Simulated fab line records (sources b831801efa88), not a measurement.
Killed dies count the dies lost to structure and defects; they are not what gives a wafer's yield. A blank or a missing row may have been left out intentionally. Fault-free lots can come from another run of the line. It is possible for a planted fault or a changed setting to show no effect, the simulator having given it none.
Chamber matching / flow sky130 / rie diel-03 running SKY_PAD_OPEN_ETCH_07: 4 sister chambers
The step etches the open film in CF4/O2, stops on AlCu, target depth 725 nm, time 161.1 s. 4 wafers are shown with their chamber, then 12 later ones without.

## WAFERS PAIRED WITH THEIR CHAMBERS
wafer=L090.4; chamber=0; drypump motor current A (A)=6.4
wafer=L091.5; chamber=1; drypump motor current A (A)=6.0
wafer=L092.3; chamber=3; drypump motor current A (A)=5.9
wafer=L092.6; chamber=2; drypump motor current A (A)=6.0

## WAFERS WITH NO CHAMBER GIVEN
wafer=L093.1; drypump motor current A (A)=6.0
wafer=L093.2; drypump motor current A (A)=6.0
wafer=L093.3; drypump motor current A (A)=6.4
wafer=L093.4; drypump motor current A (A)=5.9
wafer=L093.5; drypump motor current A (A)=6.4
wafer=L093.6; drypump motor current A (A)=6.0
wafer=L094.3; drypump motor current A (A)=6.4
wafer=L094.5; drypump motor current A (A)=6.4
wafer=L094.6; drypump motor current A (A)=5.9
wafer=L095.3; drypump motor current A (A)=6.0
wafer=L095.4; drypump motor current A (A)=6.3
wafer=L095.5; drypump motor current A (A)=6.0

## EACH ONE'S CHAMBER
wafer=L093.1; from the rows above=can't be placed: 1 or 2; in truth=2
wafer=L093.2; from the rows above=can't be placed: 1 or 2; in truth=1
wafer=L093.3; from the rows above=0; in truth=0
wafer=L093.4; from the rows above=3; in truth=3
wafer=L093.5; from the rows above=0; in truth=0
wafer=L093.6; from the rows above=can't be placed: 1 or 2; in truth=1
wafer=L094.3; from the rows above=0; in truth=0
wafer=L094.5; from the rows above=0; in truth=0
wafer=L094.6; from the rows above=3; in truth=3
wafer=L095.3; from the rows above=can't be placed: 1 or 2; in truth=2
wafer=L095.4; from the rows above=0; in truth=0
wafer=L095.5; from the rows above=can't be placed: 1 or 2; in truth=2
Placed correctly: 7 of 12. From these rows, 5 cannot be placed; in 5 the true chamber is one of the candidates. 0 placed wrongly.
How it was worked out, from the rows above alone: a wafer's distance from a chamber is the root of the sum, over the readings, of the square of ((its reading less the chamber's mean) divided by the reading's scatter). If the next closest chamber is less than 2 further off than the closest, the wafer can't be placed; otherwise it belongs to the closest. The mean given for a chamber averages the wafers shown for that chamber. The scatter: root of mean squared gap, hidden wafer to nearest shown wafer, with one shown wafer a chamber.
